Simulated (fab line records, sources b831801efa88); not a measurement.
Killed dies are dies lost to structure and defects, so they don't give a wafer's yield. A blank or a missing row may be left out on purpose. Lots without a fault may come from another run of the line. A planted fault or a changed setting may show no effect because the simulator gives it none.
One fault seen from 2 desks | flow sky130 | each desk has only its own numbers; what lay behind them comes last

THE TOOL OWNER'S DESK: rie_metal-03
The tool's own readings at SKY_CAPM_METAL_ETCH_13 (etches TiN in Cl2/BCl3, stops on SiO2, target depth 220 nm, time 62.9 s): means of the sampled wafers that have a number, for each lot that ran on this tool. A lot is out of limits, marked OUT, if its mean lies more than 4 standard deviations from the usual mean; the brackets give that distance.
Columns: A = bcl3_flow_sccm at SKY_CAPM_METAL_ETCH_13, usual 30.00 sccm; B = bias_w at SKY_CAPM_METAL_ETCH_13, usual 49.71 W; C = drypump_motor_current_A at SKY_CAPM_METAL_ETCH_13, usual 5.72 A; D = oes_product_au at SKY_CAPM_METAL_ETCH_13, usual 0.941 a.u.; E = throttle_valve_pct at SKY_CAPM_METAL_ETCH_13, usual 21.902 %
lot  | first seen here | A     | B     | C    | D     | E
L712 | day 39 20:12    | 29.97 | 49.65 | 5.82 | 0.952 | 21.901
L714 | day 40 00:08    | 29.93 | 49.57 | 5.92 | 0.938 | 21.905
L717 | day 41 11:17    | 29.94 | 49.58 | 5.88 | 0.936 | 21.899
L727 | day 43 07:12    | 29.89 | 49.74 | 5.81 | 0.937 | 21.904
L729 | day 43 21:02    | 29.94 | 49.78 | 5.90 | 0.948 | 21.898
This desk's finding: nothing out of limits on any of the 5 lots.

THE METROLOGY DESK
What the gauges read, lot by lot, whatever tool the lot ran on: means of the sampled wafers that have a number. A lot is out of limits, marked OUT, if its mean lies more than 4 standard deviations from the usual mean; the brackets give that distance.
Columns: A = VIA2_BOW at SKY_VIA2_BOW_MEAS_03, usual 87 um
lot  | first seen here | A
L710 | day 37 13:12    | 94
L712 | day 37 15:27    | 85
L714 | day 37 20:07    | 90
L716 | day 39 05:58    | 85
L717 | day 39 09:05    | 78
L721 | day 39 14:51    | 84
L722 | day 40 02:07    | 84
L723 | day 40 06:02    | 84
L727 | day 41 05:59    | 85
L728 | day 41 17:02    | 82
L729 | day 41 20:02    | 88
This desk's finding: nothing out of limits on any of the 11 lots.

PUT TOGETHER
The tool owner's desk saw nothing out of limits.
The metrology desk saw nothing out of limits.

WHAT THE SIMULATOR HAD PUT IN
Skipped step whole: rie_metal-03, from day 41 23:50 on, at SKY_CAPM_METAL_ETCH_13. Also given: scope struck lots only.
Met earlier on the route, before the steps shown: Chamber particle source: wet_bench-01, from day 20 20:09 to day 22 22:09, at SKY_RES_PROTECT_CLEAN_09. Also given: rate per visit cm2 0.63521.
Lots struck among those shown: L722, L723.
